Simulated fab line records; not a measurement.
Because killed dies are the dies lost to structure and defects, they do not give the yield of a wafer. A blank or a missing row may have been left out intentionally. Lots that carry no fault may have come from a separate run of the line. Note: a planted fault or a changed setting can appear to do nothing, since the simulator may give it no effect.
fab line records | flow sfq_line
record: lots: 6 wafers: 18 last_day: 86
route steps=325 shown I5@232 C5@240
lots that met no fault: from a run of the same line without faults
start_h: hours from the record's first day to the start of the lot's first wafer shown | wait_h: hours since the lot's step before | " unchanged from the row above | L1.1+2: one row covering several wafers at once | - either no value or no given start | * or withheld: withheld | < > ~ a bound
route shown NAME@n: NAME is a module with steps in the file, n the number in the route of the first one | usual: mean and standard deviation over wafers with no fault | same: alike in all rows | chamber/n: place in a boat | sites: readings site by site | _std_site: standard deviation across them | _edge_site: outer sites' mean less inner sites' | radius_mm: for every site, how far away it sits from the centre of the wafer | mask NAME#n: copy n | behind: the last tool/chamber to shape the wafer | hold: why the lot went on hold/how many hours it stayed there/how the hold came to an end | device: transistor that didn't switch, given as n, p or np | end of line: tests of these same wafers at the route's end | for a step that has no rows: nothing shown but its recipe | killed: dies that structure and defects cost at the first sort, which is not the same as the wafer's yield | map: a wafer's dies, x killed, . not, _ none there
set.NAME: setting as actually run; set.NAME@STEP: the setting as run at that earlier step | model.NAME: the simulator's own value behind a step, which no gauge read
lots seen at some steps along the route; tables by step, rows by wafer
services: the hour from which a tool's chamber was out of use, counted from the record's first day as start_h (under 0 if before that day), plus the number of hours and why
== steps ==
step: SFQ_TRILAYER_I5_LITHO_EXPOSE_145
recipe: mask_id: I5 na: 0.6 source_shape: conventional sigma_outer: 0.65 target_cd_nm: 700 dose_mj: 21.3
step: SFQ_TRILAYER_I5_LITHO_PEB_147
recipe: peb_temp_c: 115 peb_time_s: 60 resist: KrF
step: SFQ_TRILAYER_I5_LITHO_DEVELOP_146
recipe: time_s: 60 resist: KrF
step: SFQ_I5_OVL_MEAS_936
usual: I5_OVL: 1/5.9
columns lot.wafer tool chamber start_h wait_h I5_OVL[nm]
L748.2 overlay-02 - 1433.44 0.1 16
L748.4 " - " " 16
L748.5 " - " " 9
L760.2 overlay-02 - 1700.57 0.1 -2
L760.5 " - " " 6
L760.6 " - " " 1
L761.2 overlay-01 - 1702.97 0.1 -2
L761.4 " - " " 3
L761.6 " - " " -3
L762.2 overlay-01 - 1709.15 0.1 1
L762.4 " - " " 1
L762.6 " - " " 2
L763.4 overlay-01 - 1712.76 0.1 6
L763.5 " - " " 11
L763.6 " - " " 6
L765.1 overlay-01 - 1727.27 0.1 3
L765.3 " - " " 8
L765.4 " - " " 2
step: SFQ_TRILAYER_I5_BARC_OPEN_VIA_ETCH_200
recipe: mask_material: PR chemistry: O2 target_depth_nm: 125 target: BARC source_w: 500 bias_w: 80 pressure_mtorr: 30 time_s: 41.7
usual: drypump_motor_current_A: 5.7/0.53 oes_product_au: 0.685/0.0047
same: time_s: 41.7
columns lot.wafer tool chamber start_h wait_h drypump_motor_current_A oes_product_au rf_hours_counter_h
L748.2 rie_diel-01 3 1433.47 0.0 5.9 0.689 21
L748.4 " 0 " " 5.5 0.688 -
L748.5 " 3 " " 5.9 0.692 -
L760.2 rie_diel-03 3 1700.60 0.0 4.8 0.682 11
L760.5 " 1 " " 6.6 0.685 -
L760.6 " 2 " " 5.8 0.683 -
L761.2 rie_diel-04 1 1703.00 0.0 5.7 0.693 1
L761.4 " 3 " " 6.3 0.689 10
L761.6 " 3 " " 6.3 0.695 -
L762.2 rie_diel-03 1 1709.18 0.0 6.5 0.690 0
L762.4 " 2 " " 5.7 0.686 10
L762.6 " 0 " " 5.7 0.695 -
L763.4 rie_diel-04 2 1712.78 0.0 6.2 0.685 9
L763.5 " 0 " " 6.5 0.681 -
L763.6 " 1 " " 5.7 0.689 -
L765.1 rie_diel-04 1 1727.31 0.0 5.7 0.687 1
L765.3 " 3 " " 6.2 0.697 11
L765.4 " 2 " " 6.2 0.683 10
step: SFQ_TRILAYER_I5_ETCH_VIA_ETCH_147
recipe: stop_on: Nb mask_material: PR chemistry: CHF3 target_depth_nm: 360 source_w: 500 bias_w: 80 pressure_mtorr: 30 time_s: withheld
usual: drypump_motor_current_A: 5.7/0.52 oes_product_au: 0.990/0.0056
columns lot.wafer tool chamber start_h wait_h drypump_motor_current_A oes_product_au
L748.2 rie_diel-01 3 1433.51 0.0 5.9 0.985
L748.4 " 0 " " 5.5 0.997
L748.5 " 3 " " 5.9 0.986
L760.2 rie_diel-03 3 1700.64 0.0 4.7 0.999
L760.5 " 1 " " 6.5 0.989
L760.6 " 2 " " 5.7 0.990
L761.2 rie_diel-04 1 1703.04 0.0 5.7 0.992
L761.4 " 3 " " 6.2 0.994
L761.6 " 3 " " 6.2 0.992
L762.2 rie_diel-03 1 1709.22 0.0 6.5 0.999
L762.4 " 2 " " 5.7 0.991
L762.6 " 0 " " 5.7 0.990
L763.4 rie_diel-04 2 1712.82 0.0 6.2 0.988
L763.5 " 0 " " 6.6 0.994
L763.6 " 1 " " 5.7 0.979
L765.1 rie_diel-04 1 1727.35 0.0 5.7 0.981
L765.3 " 3 " " 6.3 0.995
L765.4 " 2 " " 6.2 0.997
step: SFQ_TRILAYER_I5_STRIP_STRIP_148
recipe: gas: O2 power_w: 200 platen_temp_c: 40 overash_fraction: 0.65 chemistry: O2 pressure_mtorr: 50
usual: drypump_motor_current_A: 5.5/0.51 he_backside_leak_sccm: 3.48/0.29 oes_product_au: 0.998/0.0072
columns lot.wafer tool chamber start_h wait_h drypump_motor_current_A he_backside_leak_sccm oes_product_au rf_hours_counter_h
L748.2 rie_metal-02 0 1433.66 - 5.5 3.47 0.997 34
L748.4 " 1 " " 5.7 3.53 1.000 -
L748.5 " 0 " " 5.5 3.53 0.998 -
L760.2 rie_metal-02 1 1700.79 - 5.7 3.11 0.980 99
L760.5 " 0 " " 5.5 3.39 0.983 -
L760.6 " 1 " " 5.7 3.18 0.981 -
L761.2 rie_metal-03 0 1703.19 - 5.1 3.71 0.998 96
L761.4 " 0 " " 5.1 3.64 0.998 -
L761.6 " 1 " " 6.4 3.32 0.998 -
L762.2 rie_metal-03 1 1709.37 - 6.4 3.28 1.008 65
L762.4 " 1 " " 6.4 3.36 1.001 -
L762.6 " 0 " " 5.1 3.60 1.001 -
L763.4 rie_metal-03 1 1713.17 - 6.4 3.27 0.999 -
L763.5 " 0 " " 5.1 3.83 1.001 -
L763.6 " 1 " " 6.4 3.28 1.006 -
L765.1 rie_metal-03 0 1727.50 - 5.1 3.53 0.999 99
L765.3 " 1 " " 6.4 3.38 1.008 -
L765.4 " 0 " " 5.1 3.63 1.001 -
step: SFQ_TRILAYER_I5_STRIP_SOLV_CLEAN_149
recipe: chemistry: NMP temp_c: 70 time_s: 600
step: SFQ_TRILAYER_C5_LITHO_COAT_156
recipe: resist: BARC spin_rpm: 3000 resist_thk_nm: 62
step: SFQ_TRILAYER_C5_LITHO_COAT_151
recipe: resist: KrF spin_rpm: 3000 resist_thk_nm: 650
step: SFQ_TRILAYER_C5_LITHO_SOFTBAKE_155
recipe: temp_c: withheld time_s: withheld resist: KrF
step: SFQ_TRILAYER_C5_LITHO_EXPOSE_152
recipe: mask_id: C5 na: 0.6 source_shape: conventional sigma_outer: 0.65 target_cd_nm: 500 dose_mj: 21.3
step: SFQ_TRILAYER_C5_LITHO_PEB_154
recipe: peb_temp_c: 115 peb_time_s: 60 resist: KrF
usual: chill_plate_temp_C: 22.99/0.12 exhaust_pa: 45.1/0.92
columns lot.wafer tool chamber start_h wait_h chill_plate_temp_C exhaust_pa
L748.2 litho_track-03 0 1436.41 0.8 22.96 46.3
L748.4 " 0 " " 22.98 45.6
L748.5 " 0 " " 22.90 45.9
L760.2 litho_track-04 0 1811.88 0.8 23.01 43.8
L760.5 " 0 " " 23.13 44.0
L760.6 " 0 " " 23.05 45.9
L761.2 litho_track-03 - 1813.08 0.8 - -
L761.4 " - " " - -
L761.6 " - " " - -
L762.2 litho_track-03 - 1814.28 0.8 - -
L762.4 " - " " - -
L762.6 " - " " - -
L763.4 litho_track-04 0 1815.53 0.5 23.10 45.9
L763.5 " 0 " " 23.01 46.1
L763.6 " 0 " " 23.07 45.1
L765.1 litho_track-03 0 1825.05 1.0 22.68 43.5
L765.3 " 0 " " 22.75 44.9
L765.4 " 0 " " 22.72 44.9
step: SFQ_TRILAYER_C5_LITHO_DEVELOP_153
recipe: time_s: 60 resist: KrF
== services ==
columns tool chamber start_h hours kind
rie_diel-04 1 1432.42 13.5 repair
rie_diel-04 2 1437.66 6.6 repair
rie_diel-03 3 1449.77 8.5 repair
rie_diel-03 0 1458.59 73.2 repair
rie_diel-01 3 1475.94 6.2 repair
rie_diel-01 0 1487.98 16.4 repair
rie_metal-02 0 1503.68 5.5 repair
rie_diel-01 1 1507.52 4.5 repair
rie_diel-03 - 1521.14 1.0 repair
rie_metal-02 0 1532.38 3.0 repair
rie_metal-03 - 1539.30 2.6 repair
rie_diel-04 0 1546.91 4.3 repair
rie_metal-02 0 1558.00 1.0 repair
rie_diel-01 1 1560.54 3.1 repair
rie_metal-02 1 1577.27 12.6 repair
rie_metal-03 1 1584.04 20.1 repair
rie_metal-02 0 1606.36 21.6 repair
rie_diel-01 - 1624.64 2.1 repair
rie_metal-03 1 1666.57 6.3 repair
rie_diel-04 - 1695.38 0.2 repair
rie_diel-04 1 1713.04 2.2 repair
rie_diel-03 1 1739.89 3.7 repair
rie_diel-04 2 1767.65 9.8 repair
rie_metal-03 - 1817.67 0.1 repair
== key ==
first_sign: step: SFQ_TRILAYER_C5_LITHO_PEB_154 reading: tool_record direction: missing
effect none on later readings
met_at SFQ_TRILAYER_C5_LITHO_PEB_154
struck_wafers L761.2,L761.4,L761.6,L762.2,L762.4,L762.6
onset_between 1436.41 1813.08
fault: kind: skipped_step_whole tool: litho_track-03 chamber: - onset_h: 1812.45 steps: SFQ_TRILAYER_C5_LITHO_PEB_154 scope: struck_lots_only
